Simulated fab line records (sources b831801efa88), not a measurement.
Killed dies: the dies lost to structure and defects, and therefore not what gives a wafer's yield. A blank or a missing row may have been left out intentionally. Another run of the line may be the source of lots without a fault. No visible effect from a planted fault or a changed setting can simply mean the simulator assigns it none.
8D (eight disciplines) problem report, filled in by code / flow sky130 / the parts of the form that need people (team, actions taken, sign-off) are left out

## 1. THE PROBLEM
At SKY_VIA1_STRIP_16, o2FlowSccm averages 2400 sccm over 6 wafers from 2 lots, while fault-free wafers read 2999 sccm, standard deviation 9.3. Relative to the usual mean, that is a shift of -64 standard deviations.
The step: strips in O2/N2.
Seen first at day 39 06:05 on plasmaAsher-02, wafer L552.1. The record has a number at this step for 36 wafers belonging to 12 lots. Rule for "out", or "out of limits": more than 4 standard deviations from the usual mean. Any other wafer with a number is counted as sound.

## 2. WHAT IT IS; WHAT IT IS NOT
question=which readings at this step | is=o2FlowSccm | is not=drypumpMotorCurrentA, oesProductAu
question=which lots | is=L552, L555 | is not=L536, L537, L539, L540, L541, L542, L543, L549, L558, L559
question=which wafers of those lots | is=all that have a number | is not=-
question=read on which tools | is=plasmaAsher-02 | is not=plasmaAsher-03, plasmaAsher-04
question=when | is=from day 39 06:05 | is not=up to then (24 sound wafers); but 6 sound wafers of L558, L559 came after

## 3. SUSPECTS, AND WHAT RULES EACH OUT
Counting: a tool at any process step up to the reading remains a suspect when it ran all the lots that are out and ran no sound lot after the first of those.
- plasmaAsher-02 at SKY_VIA1_STRIP_16 (strips in O2/N2): kept. All lots that are out passed through it, beginning with L552 at day 39 06:05, and no sound lot followed; its final sound lot before that point was L549 at day 38 14:31. Its own readings are out on those wafers: o2FlowSccm.
Left after counting: plasmaAsher-02 at SKY_VIA1_STRIP_16.

## 4. THE CAUSE (what the simulator had put in)
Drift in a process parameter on plasmaAsher-02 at SKY_VIA1_STRIP_16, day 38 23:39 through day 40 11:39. A move of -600 in setting o2FlowSccm, from 3000. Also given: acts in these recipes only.
After counting, this tool was the only one left.

## 5. THE CHAIN OF EFFECTS, in route order
Each row: a reading whose mean over the struck wafers that have a number lies more than 3 standard deviations from the usual. Scope: only readings with a usual standard deviation given in the record; hours: median across lots of the time from each lot's start at the first step in this table that gives one to its start at this step; sigmas: change in usual standard deviations.
hours=0; step=SKY_VIA1_STRIP_16; reading=o2FlowSccm; usual=2999 sccm; on struck wafers=2400; change=-599; sigmas=-64
hours=0; step=SKY_VIA1_STRIP_16; reading=stripTimeToEndpointS; usual=4.462 s; on struck wafers=4.551; change=+0.089; sigmas=+3.3
Process steps it contains:
- SKY_VIA1_STRIP_16: strips in O2/N2.
Later measuring or inspecting steps at which every struck wafer that the step has a row for has a number for every such reading, and none has moved that far: SKY_VIA1_THK_MEAS_23.

## 6. HOW IT WOULD HAVE BEEN CAUGHT EARLIER
The fault began at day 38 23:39; the first out-of-limits reading in this record came at day 39 06:05, 6 hours later.
